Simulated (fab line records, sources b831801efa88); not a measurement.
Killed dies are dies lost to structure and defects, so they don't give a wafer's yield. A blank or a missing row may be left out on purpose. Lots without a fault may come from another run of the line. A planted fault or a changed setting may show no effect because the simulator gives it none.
A struck lot beside a sound one | flow sky130 | 18 steps out of a route of 708
Sound: wafers L444.3, L444.4, L444.6. Struck: wafers L452.1, L452.4, L452.5. The cause comes at the end.
At each step with rows: each side's tool, then ch and its chambers, then its first start. Under that, the readings that differ: sound wafers | struck wafers | difference of the means | sigmas: that difference in standard deviations of wafers without a fault.
alike: readings whose means differ by less than 2 such deviations, and words and numbers that are the same on both sides. not compared: withheld readings, readings that some wafer has no value for, bounds like >300 that may hide the same value, and numbers for which the record gives no deviation and whose values overlap.
The two part at a step that has a row with sigmas, a row that says differs or no value, or rows on one side only. Numbers that don't overlap but have no deviation are shown without sigmas and don't part them. A reading that every wafer of one side lacks parts them only if that side has two wafers or more.

first, 4 steps without rows for these wafers: SKY_VT_ADJUST_LVTN_SOFTBAKE_03; SKY_VT_ADJUST_LVTN_EXPOSE_04 (exposes mask NWM COMPLEMENT LESS NATIVE, target cd 840 nm); SKY_VT_ADJUST_LVTN_PEB_05; SKY_VT_ADJUST_LVTN_DEVELOP_06 (develop time 60 s).
SKY_VT_ADJUST_LVTN_OVL_MEAS_07:
  sound on overlay-01, day 8 22:56; struck on overlay-01, day 10 23:14
  alike: VT_ADJUST_LVTN_OVL
then, 1 step without rows for these wafers: SKY_VT_ADJUST_LVTN_IMPLANT_08.
SKY_VT_ADJUST_LVTN_STRIP_09: strips in O2/N2.
  sound on plasma_asher-04 ch 0,1, day 8 23:08; struck on plasma_asher-02 ch 0,1, day 10 23:26
  alike: chamber_pressure_mTorr, drypump_motor_current_A, oes_product_au, strip_time_to_endpoint_s
  not compared: rf_hours_counter_h
SKY_VT_ADJUST_LVTN_TW_MEAS_10:
  sound on film_metro-03, day 8 23:13; struck on film_metro-02, day 10 23:32
  alike: VT_ADJUST_LVTN_TW
then, 4 steps without rows for these wafers: SKY_VT_ADJUST_LVTN_DEHYDRATE_11 (time 60 s); SKY_VT_ADJUST_LVTN_HMDS_12 (prime time 60 s); SKY_VT_ADJUST_LVTN_COAT_13 (resist thk 1140 nm); SKY_VT_ADJUST_LVTN_SOFTBAKE_14 (time 60 s).
SKY_VT_ADJUST_LVTN_EXPOSE_15: exposes mask HVN STD DERIVED, target cd 600 nm.
  sound on iline_stepper-01 ch 0, day 9 09:57; struck on iline_stepper-01 ch 0, day 11 11:13
  reading                                | sound                | struck            | difference | sigmas
  model.VT_ADJUST_LVTN.overlay_x_nm (nm) | -0.902 -0.902 -0.902 | 180.9 180.9 180.9 | +181.8     |
  alike: mask, reticle_temp_C
then, 2 steps without rows for these wafers: SKY_VT_ADJUST_LVTN_PEB_16; SKY_VT_ADJUST_LVTN_DEVELOP_17 (develop time 60 s).
SKY_VT_ADJUST_LVTN_OVL_MEAS_18:
  sound on overlay-01, day 9 20:37; struck on overlay-02, day 11 23:13
  reading                    | sound          | struck            | difference | sigmas
  VT_ADJUST_LVTN_01_OVL (nm) | -1.0 -0.2 -2.7 | 180.8 181.1 181.5 | +182.4     | +99 or more
then, 1 step without rows for these wafers: SKY_VT_ADJUST_LVTN_IMPLANT_19.
-- the record jumps here: 38 days lie between the struck wafers' starts before and after (it left off in module VT_ADJUST_LVTN and takes up again in module PAD_OPEN, whose first step shown is number 708 of the route) --
SKY_PAD_OPEN_PROBE_99:
  sound on prober-02, day 47 17:10; struck on prober-02, day 49 11:27
  alike: killed_at_M0_to_M3, killed_at_M4_up, killed_at_contacts, killed_at_front_end, killed_at_other, killed_dies, killed_open, killed_short

WHERE THEY PART
Only at SKY_VT_ADJUST_LVTN_OVL_MEAS_18, within this record. Later steps at which nothing parts them and some readings are alike: SKY_PAD_OPEN_PROBE_99.

WHY: what the simulator had put in
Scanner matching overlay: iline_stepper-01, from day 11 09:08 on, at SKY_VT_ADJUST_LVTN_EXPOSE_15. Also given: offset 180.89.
